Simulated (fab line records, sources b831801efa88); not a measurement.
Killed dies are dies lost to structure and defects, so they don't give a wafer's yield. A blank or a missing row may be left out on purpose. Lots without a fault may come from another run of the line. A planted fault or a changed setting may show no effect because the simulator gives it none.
Which tool did it? | flow sky130 | 13 lots, 39 wafers sampled, at 4 steps of a route of 708

WHAT THE GAUGES READ, wafer by wafer
SKY_LDD_N_TW_MEAS_17. Usual: LDD_N_TW 2590, standard deviation 13.
lot  | measured     | on            | LDD_N_TW       | flag
L338 | day 17 13:52 | film_metro-02 | 2595 2602 2600 |
L340 | day 18 06:02 | film_metro-04 | 2581 2568 2572 |
L341 | day 19 02:20 | film_metro-04 | 2572 2566 2578 |
L342 | day 19 11:40 | film_metro-02 | 2591 2592 2592 |
L343 | day 19 14:38 | film_metro-02 | 2598 2595 2576 |
L344 | day 20 06:47 | film_metro-01 | 2606 2594 2597 |
L345 | day 20 14:57 | film_metro-01 | 2583 2601 2593 |
L346 | day 20 21:06 | film_metro-04 | 2573 2574 2583 |
L347 | day 21 04:20 | film_metro-01 | 2595 2602 2596 |
L350 | day 22 04:22 | film_metro-04 | 2567 2585 2563 |
L355 | day 24 02:20 | film_metro-04 | 2581 2580 2574 |
L357 | day 24 20:38 | film_metro-02 | 2582 2586 2596 |
L361 | day 26 01:04 | film_metro-02 | 2600 2603 2588 |

SKY_LDD_HVN_OVL_MEAS_07. Usual: LDD_HVN_OVL -0.8 nm, standard deviation 1.5.
lot  | measured     | on         | LDD_HVN_OVL (nm) | flag
L338 | day 20 03:01 | overlay-02 | -1.3 -1.2 -2.5   |
L340 | day 20 20:59 | overlay-02 | -2.3 -0.2 -1.6   |
L341 | day 21 16:49 | overlay-02 | -1.3 0.2 -1.3    |
L342 | day 22 02:44 | overlay-02 | -2.6 -3.0 -3.1   |
L343 | day 22 06:25 | overlay-02 | 0.3 -0.9 -0.9    |
L344 | day 22 22:20 | overlay-01 | 0.8 2.5 1.2      |
L345 | day 23 03:43 | overlay-01 | 0.2 0.9 0.2      |
L346 | day 23 10:43 | overlay-02 | 0.4 0.7 1.1      |
L347 | day 23 17:23 | overlay-02 | -3.5 -4.4 -1.6   |
L350 | day 24 16:53 | overlay-01 | -1.4 -1.6 -1.3   |
L355 | day 26 14:17 | overlay-02 | -0.1 0.8 -2.0    |
L357 | day 27 07:19 | overlay-02 | -1.1 -2.8 -1.2   |
L361 | day 28 10:22 | overlay-01 | -1.1 -1.1 -0.9   |

WHICH TOOL RAN EACH LOT (tool, then ch and the chambers of the sampled wafers, then the start)
lot  | SKY_LDD_N_IMPLANT_13            | SKY_LDD_N_STRIP_16
L338 | implanter-02 ch 0, day 17 13:19 | plasma_asher-01 ch 0,1, day 17 13:46
L340 | implanter-02 ch 0, day 18 05:31 | plasma_asher-01 ch 0,1, day 18 05:57
L341 | implanter-04 ch 0, day 19 01:47 | plasma_asher-02 ch 0,1, day 19 02:13
L342 | implanter-01 ch 0, day 19 11:07 | plasma_asher-04 ch 0,1, day 19 11:34
L343 | implanter-02 ch 0, day 19 14:05 | plasma_asher-04 ch 0,1, day 19 14:31
L344 | implanter-01 ch 0, day 20 06:16 | plasma_asher-02 ch 0,1, day 20 06:42
L345 | implanter-04 ch 0, day 20 14:24 | plasma_asher-04 ch 0,1, day 20 14:51
L346 | implanter-02 ch 0, day 20 20:33 | plasma_asher-01 ch 0,1, day 20 21:00
L347 | implanter-04 ch 0, day 21 03:50 | plasma_asher-04 ch 0,1, day 21 04:15
L350 | implanter-02 ch 0, day 22 03:49 | plasma_asher-01 ch 0,1, day 22 04:16
L355 | implanter-02 ch 0, day 24 01:49 | plasma_asher-04 ch 0,1, day 24 02:14
L357 | implanter-02 ch 0, day 24 20:05 | plasma_asher-04 ch 0,1, day 24 20:31
L361 | implanter-01 ch 0, day 26 00:31 | plasma_asher-04 ch 0,1, day 26 00:58
- SKY_LDD_N_IMPLANT_13
- SKY_LDD_N_STRIP_16: strips in O2/N2.

WHAT THE TOOLS THEMSELVES READ (means of the sampled wafers that have a number; where no wafer has one, the mark that the record gives instead)
SKY_LDD_N_IMPLANT_13. Usual: rotation_deg 90.000 degrees, standard deviation 0.026.
lot  | tool         | rotation_deg (degrees) | flag
L338 | implanter-02 | 90.024                 |
L340 | implanter-02 | 89.991                 |
L341 | implanter-04 | 89.987                 |
L342 | implanter-01 | 90.050                 |
L343 | implanter-02 | 90.000                 |
L344 | implanter-01 | 89.999                 |
L345 | implanter-04 | 90.002                 |
L346 | implanter-02 | 89.979                 |
L347 | implanter-04 | 90.017                 |
L350 | implanter-02 | 89.999                 |
L355 | implanter-02 | 283.450                | OFF
L357 | implanter-02 | 283.443                | OFF
L361 | implanter-01 | 90.025                 |

SKY_LDD_N_STRIP_16. Usual: chamber_pressure_mTorr 1500.0 mTorr, standard deviation 1.4; drypump_motor_current_A 5.7 A, standard deviation 0.39; oes_product_au 0.407 a.u., standard deviation 0.0044; strip_time_to_endpoint_s 4.314 s, standard deviation 0.015.
lot  | tool            | chamber_pressure_mTorr (mTorr) | drypump_motor_current_A (A) | oes_product_au (a.u.) | strip_time_to_endpoint_s (s) | flag
L338 | plasma_asher-01 | 1498.8                         | 5.3                         | 0.404                 | 4.316                        |
L340 | plasma_asher-01 | 1500.4                         | 5.2                         | 0.404                 | 4.318                        |
L341 | plasma_asher-02 | 1501.5                         | 6.0                         | 0.404                 | 4.329                        |
L342 | plasma_asher-04 | 1500.2                         | 5.7                         | 0.409                 | 4.313                        |
L343 | plasma_asher-04 | 1501.0                         | 5.6                         | 0.411                 | 4.299                        |
L344 | plasma_asher-02 | 1500.7                         | 6.2                         | 0.405                 | 4.320                        |
L345 | plasma_asher-04 | 1498.5                         | 5.6                         | 0.409                 | 4.320                        |
L346 | plasma_asher-01 | 1499.2                         | 5.2                         | 0.403                 | 4.298                        |
L347 | plasma_asher-04 | 1498.9                         | 5.6                         | 0.408                 | 4.332                        |
L350 | plasma_asher-01 | 1500.3                         | 5.3                         | 0.408                 | 4.308                        |
L355 | plasma_asher-04 | 1500.1                         | 5.6                         | 0.410                 | 4.329                        |
L357 | plasma_asher-04 | 1499.3                         | 5.7                         | 0.407                 | 4.306                        |
L361 | plasma_asher-04 | 1499.5                         | 5.5                         | 0.406                 | 4.327                        |

THE ANSWER, worked out from the rows above alone
Rule: a lot is off if the mean of its wafers that have a number lies more than 3 standard deviations from the usual mean. A lot without any number at a reading at which 4 lots or more have one is off too. The other lots that the step has rows for count as sound. The gauges are gone through in route order, then the tools' own readings, and for those a lot's mean is taken as printed above. The first step at which some lot is off is used, and at that step the reading that is off furthest; a lot without a number counts as furthest.
Off: L355, L357, at SKY_LDD_N_IMPLANT_13 (rotation_deg).
A tool fits if, at that step or a process step before it, it ran every lot that is off, and no sound lot after the first of them. One fits: implanter-02 at SKY_LDD_N_IMPLANT_13. Its last sound lot is L350 (day 22 03:49), its first lot that is off L355 (day 24 01:49): a fault that began between those two fits.
The tool's own readings at SKY_LDD_N_IMPLANT_13 bear it out: on the lots that are off they differ by more than 5 times the standard deviation of the sound lots' means. rotation_deg reads 283.447 degrees there against 90.007 degrees on the sound lots.

WHAT THE SIMULATOR HAD PUT IN
Process parameter drift: implanter-02, from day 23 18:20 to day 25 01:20, at SKY_LDD_N_IMPLANT_13. Setting rotation_deg, moved by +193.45, from 90. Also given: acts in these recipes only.
Lots struck among those shown: L355, L357. The rule above found the same.
